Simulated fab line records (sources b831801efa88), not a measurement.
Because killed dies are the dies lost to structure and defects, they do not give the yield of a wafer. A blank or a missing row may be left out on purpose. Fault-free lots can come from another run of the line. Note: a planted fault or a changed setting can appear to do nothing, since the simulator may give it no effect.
The tool behind it: which one? -- flow sky130 -- 36 wafers from 12 lots sampled at 5 of the route's 708 steps

== WHAT EACH GAUGE READ, for each wafer ==
SKY_VIA2_THK_MEAS_01.
lot,measured,on,VIA2_HDPCVD_THK (nm)
L912,day 35 22:24,film-metro-02,1174 1158 1164
L913,day 35 22:44,film-metro-04,1170 1171 1176
L911,day 36 02:41,film-metro-01,1173 1173 1178
L914,day 36 03:02,film-metro-02,1157 1749 1766 1159 1749 1766
L917,day 37 07:18,film-metro-01,1172 1170 1770 1174 1170 1770
L925,day 39 14:41,film-metro-01,1158 1178 1163
L926,day 39 16:52,film-metro-01,1185 1187 1187
L927,day 40 02:48,film-metro-02,1173 1183 1169
L928,day 40 09:45,film-metro-04,1166 1164 1155
L931,day 41 23:17,film-metro-02,1178 1167 1182
L933,day 42 00:10,film-metro-02,1186 1170 1174
L932,day 42 01:18,film-metro-02,1164 1174 1172

SKY_VIA2_CD_MEAS_12 targets a cd of 200 nm.
lot,measured,on,cd-nm (nm)
L912,day 36 23:46,cd-sem-02,200.1 200.3 201.4
L913,day 36 23:51,cd-sem-02,201.0 200.5 201.5
L911,day 37 04:11,cd-sem-02,199.2 198.4 198.6
L914,day 37 04:54,cd-sem-02,199.8 200.8 199.3
L917,day 38 09:11,cd-sem-01,200.8 201.9 201.9
L925,day 40 15:08,cd-sem-02,200.7 197.9 198.8
L926,day 40 17:26,cd-sem-02,200.3 199.0 199.2
L927,day 41 03:32,cd-sem-02,200.4 201.7 202.0
L928,day 41 10:08,cd-sem-02,198.5 197.5 197.8
L931,day 42 22:44,cd-sem-02,202.2 201.4 203.0
L933,day 42 23:32,cd-sem-02,198.5 199.8 199.2
L932,day 43 00:24,cd-sem-01,200.9 200.0 200.0

SKY_VIA2_THK_MEAS_23: measures by xrf.
lot,measured,on,VIA2_W_THK (nm)
L912,day 37 00:55,film-metro-04,458 448 457
L913,day 37 01:04,film-metro-01,449 446 443
L911,day 37 05:21,film-metro-04,458 453 455
L914,day 37 06:04,film-metro-04,453 459 456
L917,day 38 10:23,film-metro-04,451 455 448
L925,day 40 16:18,film-metro-02,437 440 436
L926,day 40 18:37,film-metro-02,435 431 434
L927,day 41 04:42,film-metro-04,460 463 449
L928,day 41 11:18,film-metro-02,447 449 439
L931,day 42 23:57,film-metro-02,437 435 443
L933,day 43 00:49,film-metro-01,454 448 451
L932,day 43 01:35,film-metro-02,438 437 429

== WHAT TOOL EACH LOT RAN ON (gives the tool, then ch and the chambers of the sampled wafers, and finally the start) ==
lot,SKY_VIA2_HDPCVD_00,SKY_VIA2_ETCH_15
L912,"hdpcvd-02 ch 0,1, day 35 22:16","rie-diel-01 ch 0,2, day 36 23:56"
L913,"hdpcvd-02 ch 0,1,2, day 35 22:37","rie-diel-04 ch 0,1,3, day 37 00:03"
L911,"hdpcvd-01 ch 1,2, day 36 02:34","rie-diel-03 ch 1,2,3, day 37 04:23"
L914,"hdpcvd-02 ch 1,2, day 36 02:54","rie-diel-03 ch 1,2,3, day 37 05:05"
L917,"hdpcvd-02 ch 0,2, day 37 07:07","rie-diel-04 ch 0,1,3, day 38 09:23"
L925,"hdpcvd-01 ch 0,1,2, day 39 14:34","rie-diel-01 ch 0,1, day 40 15:20"
L926,"hdpcvd-01 ch 0,1,2, day 39 16:45","rie-diel-03 ch 0,3, day 40 17:38"
L927,"hdpcvd-02 ch 1,2, day 40 02:40","rie-diel-01 ch 0,2,3, day 41 03:41"
L928,"hdpcvd-01 ch 1,2, day 40 09:37","rie-diel-03 ch 1,2, day 41 10:20"
L931,"hdpcvd-02 ch 0,1,2, day 41 23:10","rie-diel-01 ch 0,1,2, day 42 22:56"
L933,"hdpcvd-01 ch 1,2, day 42 00:01","rie-diel-03 ch 1,2,3, day 42 23:41"
L932,"hdpcvd-02 ch 0,1, day 42 01:10","rie-diel-01 ch 0,1,3, day 43 00:35"
- SKY_VIA2_HDPCVD_00: deposits SiO2, target thk 1180 nm, time 196.7 s.
- SKY_VIA2_ETCH_15: etches SiO2 in C4F8/O2/Ar, stops on TiN, target depth 546 nm, time 84 s.

== AS READ BY THE TOOLS THEMSELVES (means over the sampled wafers that have a number; for cases with no such wafer, the mark the record gives instead) ==
SKY_VIA2_HDPCVD_00.
lot,tool,pressure-mtorr (mTorr)
L912,hdpcvd-02,6.004
L913,hdpcvd-02,6.007
L911,hdpcvd-01,5.999
L914,hdpcvd-02,5.996
L917,hdpcvd-02,5.999
L925,hdpcvd-01,6.005
L926,hdpcvd-01,6.005
L927,hdpcvd-02,6.009
L928,hdpcvd-01,5.993
L931,hdpcvd-02,5.999
L933,hdpcvd-01,5.988
L932,hdpcvd-02,5.994

SKY_VIA2_ETCH_15.
lot,tool,oes-product-au (a.u.)
L912,rie-diel-01,0.942
L913,rie-diel-04,0.939
L911,rie-diel-03,0.938
L914,rie-diel-03,0.939
L917,rie-diel-04,0.943
L925,rie-diel-01,0.934
L926,rie-diel-03,0.939
L927,rie-diel-01,0.939
L928,rie-diel-03,0.940
L931,rie-diel-01,0.934
L933,rie-diel-03,0.939
L932,rie-diel-01,0.940

== THE ANSWER, worked out from the rows above alone ==
Rule: what is usual is taken from the lots themselves. The widest of any qualifying gaps counts: lots, ordered by their means at a reading, are off when they make up no more than a third of the lots, leave a main group of 4 or more, and stand apart from it by 3 or more times the standard deviation of that group's means. A main group is skipped when, at the precision printed for the reading in the tables above, its means are all equal. A lot without any number at a reading at which 4 lots or more have one is off too. Any other lot the step has rows for is counted as sound. First the gauges in route order, then the tools' own readings, where a lot's mean is used as printed above. At the first step where some lot is off, the reading lying furthest off is the one used; lots without a number count as furthest.
Off: at SKY_VIA2_THK_MEAS_01 (VIA2_HDPCVD_THK), L914, L917. For the main group the mean is 1172 nm and the standard deviation 6.7.
If a tool, at a process step before that reading, ran all the lots that are off and no sound lot after the first of them, it fits. Those tools and the gauges at SKY_VIA2_THK_MEAS_01 are tried in the same way. None of those tried fits.

== WHAT HAD BEEN PUT IN BY THE SIMULATOR ==
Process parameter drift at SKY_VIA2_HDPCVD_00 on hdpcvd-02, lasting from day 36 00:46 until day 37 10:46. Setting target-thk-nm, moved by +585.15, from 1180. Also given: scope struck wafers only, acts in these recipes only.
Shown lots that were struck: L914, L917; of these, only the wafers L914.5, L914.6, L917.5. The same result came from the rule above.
